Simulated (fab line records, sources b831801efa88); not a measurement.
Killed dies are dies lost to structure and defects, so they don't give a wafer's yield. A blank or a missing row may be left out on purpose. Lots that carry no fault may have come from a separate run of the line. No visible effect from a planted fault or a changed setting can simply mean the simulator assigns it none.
The same fault as seen by 2 desks || flow sky130 || every desk sees just its own numbers, and what lay behind them comes last

AT THE METROLOGY DESK
What the gauges read for every lot (on any tool): the sampled wafers with a number, averaged. A lot is out of limits, marked OUT, if its mean lies more than 4 standard deviations from the usual mean; the brackets give that distance.
Columns: A = LI_CONTACT_W_RS at SKY_LI_CONTACT_RS_MEAS_22, usual 0.2845 ohm/sq; B = CONTACT_HDPCVD_THK at SKY_CONTACT_THK_MEAS_03, usual 565 nm
{"lot": "L557", "first seen here": "day 31 01:27", "A": 0.2875, "B": 556}
{"lot": "L558", "first seen here": "day 31 01:35", "A": 0.2835, "B": 572}
{"lot": "L561", "first seen here": "day 32 04:30", "A": 0.2871, "B": 553}
{"lot": "L564", "first seen here": "day 33 06:05", "A": 0.2858, "B": 568}
{"lot": "L565", "first seen here": "day 34 16:18", "A": 0.2838, "B": 560}
{"lot": "L566", "first seen here": "day 34 17:43", "A": 0.2814, "B": 568}
{"lot": "L569", "first seen here": "day 34 21:53", "A": 0.2864, "B": 561}
{"lot": "L570", "first seen here": "day 35 02:01", "A": 0.2841, "B": 561}
{"lot": "L572", "first seen here": "day 35 13:18", "A": 0.2837, "B": 564}
{"lot": "L574", "first seen here": "day 36 04:34", "A": 0.2833, "B": 559}
{"lot": "L575", "first seen here": "day 36 09:02", "A": 0.2828, "B": 572}
Result from this desk: across the 11 lots, nothing is out of limits.

THE TOOL OWNER'S DESK: rieMetal-04
The tool's own readings at SKY_LOCAL_INTERCONNECT_METAL_ETCH_14 (etches TiN in Cl2/BCl3, stops on PSG, target depth 110 nm, time 31.4 s): means of the sampled wafers that have a number, for each lot that ran on this tool. A lot is out of limits, marked OUT, if its mean lies more than 4 standard deviations from the usual mean; the brackets give that distance.
Columns: A = biasW at SKY_LOCAL_INTERCONNECT_METAL_ETCH_14, usual 48.50 W; B = drypumpMotorCurrentA at SKY_LOCAL_INTERCONNECT_METAL_ETCH_14, usual 5.5 A; C = oesProductAu at SKY_LOCAL_INTERCONNECT_METAL_ETCH_14, usual 0.938 a.u.; D = throttleValvePct at SKY_LOCAL_INTERCONNECT_METAL_ETCH_14, usual 21.903 %
{"lot": "L558", "first seen here": "day 32 07:10", "A": 48.57, "B": 5.0, "C": 0.935, "D": 21.909}
{"lot": "L561", "first seen here": "day 33 08:31", "A": 48.38, "B": 5.0, "C": 0.929, "D": 21.901}
{"lot": "L565", "first seen here": "day 35 19:35", "A": 48.51, "B": 5.1, "C": 0.932, "D": 21.905}
{"lot": "L570", "first seen here": "day 36 04:44", "A": 48.52, "B": 5.1, "C": 0.936, "D": 21.905}
{"lot": "L572", "first seen here": "day 36 15:53", "A": "53.39 (+41) OUT", "B": 5.0, "C": 0.935, "D": 21.903}
{"lot": "L575", "first seen here": "day 37 12:31", "A": "58.24 (+81) OUT", "B": 5.1, "C": 0.946, "D": 21.902}
This desk finds L572, L575 out of limits, L572 being first, at day 36 15:53 (biasW at SKY_LOCAL_INTERCONNECT_METAL_ETCH_14). L558, L561, L565, L570 stayed within limits.

BROUGHT TOGETHER
The tool owner's desk had the chance to raise an alarm at day 36 15:53 on L572, L575.
At the metrology desk, nothing out of limits was observed.
The metrology desk has L572, L575 on record, within its limits.
The lots listed all ran SKY_LOCAL_INTERCONNECT_METAL_ETCH_14 on rieMetal-04.

WHAT THE SIMULATOR HAD PUT IN
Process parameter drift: rieMetal-04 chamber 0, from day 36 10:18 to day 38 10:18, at SKY_LOCAL_INTERCONNECT_METAL_ETCH_14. The setting biasW was moved by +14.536, starting from 48.5. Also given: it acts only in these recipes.
Lots struck among those shown: L572, L575.
How many hours passed from the start of the fault until each desk's first out-of-limits reading: the tool owner's desk, 6.
